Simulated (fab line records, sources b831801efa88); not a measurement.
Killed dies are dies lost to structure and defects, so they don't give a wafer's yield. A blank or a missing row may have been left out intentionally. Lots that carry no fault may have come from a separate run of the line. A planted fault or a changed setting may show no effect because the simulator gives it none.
2 desks, one fault || flow gf180mcu || what lay behind the numbers comes last; until then each desk has only its own

TOOL OWNER'S DESK, implanter-04
The tool's own readings at GF_HV_LDD_IMPLANT_21, given as means over the sampled wafers that have a number, one for each lot that went through this tool. A lot is out of limits, marked OUT, if its mean lies more than 4 standard deviations from the usual mean; the brackets give that distance.
Columns: A = beamOnS at GF_HV_LDD_IMPLANT_21, usual 9.98 s
{"lot": "L467", "first seen here": "day 13 06:23", "A": 9.93}
{"lot": "L477", "first seen here": "day 16 06:01", "A": 9.90}
{"lot": "L478", "first seen here": "day 16 15:14", "A": 9.86}
This desk found nothing out of limits on any of the 3 lots.

THE METROLOGY DESK
What the gauges read for every lot (on any tool): the sampled wafers with a number, averaged. A lot is out of limits, marked OUT, if its mean lies more than 4 standard deviations from the usual mean; the brackets give that distance. Only the readings that lie furthest out on some lot appear, 7 of the 10 it has.
Columns: A = HV_LDD_TW at GF_HV_LDD_TW_MEAS_11, usual 2409; B = cdNm at GF_HV_LDD_CD_MEAS_19, usual 400.8 nm; C = cdNm at GF_HV_LDD_CD_MEAS_31, usual 400.7 nm; D = HV_LDD_02_OVL at GF_HV_LDD_OVL_MEAS_32, usual -0.1 nm; E = HV_LDD_3_TW at GF_HV_LDD_TW_MEAS_38, usual 1434; F = cdNm at GF_HV_LDD_CD_MEAS_46, usual 400.5 nm; G = HV_LDD_4_TW at GF_HV_LDD_TW_MEAS_50, usual 568
{"lot": "L462", "first seen here": "day 11 01:05", "A": 2405, "B": 402.6, "C": 401.4, "D": 1.9, "E": 1468, "F": 399.4, "G": 577}
{"lot": "L463", "first seen here": "day 11 10:49", "A": 2392, "B": 402.3, "C": 397.2, "D": -0.5, "E": 1410, "F": 404.4, "G": 561}
{"lot": "L467", "first seen here": "day 12 10:59", "A": 2388, "B": 402.1, "C": 401.8, "D": -0.5, "E": 1421, "F": 396.7, "G": 565}
{"lot": "L469", "first seen here": "day 13 01:11", "A": 2440, "B": 402.1, "C": 399.2, "D": -1.8, "E": 1423, "F": 396.1, "G": 566}
{"lot": "L477", "first seen here": "day 15 08:12", "A": 2406, "B": 401.4, "C": 398.9, "D": -1.2, "E": 1415, "F": 398.3, "G": 564}
{"lot": "L478", "first seen here": "day 15 17:11", "A": 2408, "B": 397.4, "C": 401.6, "D": 0.9, "E": 1425, "F": 399.5, "G": 568}
This desk found nothing out of limits on any of the 6 lots.

TAKEN TOGETHER
The tool owner's desk saw nothing out of limits.
The metrology desk saw nothing out of limits.

WHAT THE SIMULATOR PUT IN
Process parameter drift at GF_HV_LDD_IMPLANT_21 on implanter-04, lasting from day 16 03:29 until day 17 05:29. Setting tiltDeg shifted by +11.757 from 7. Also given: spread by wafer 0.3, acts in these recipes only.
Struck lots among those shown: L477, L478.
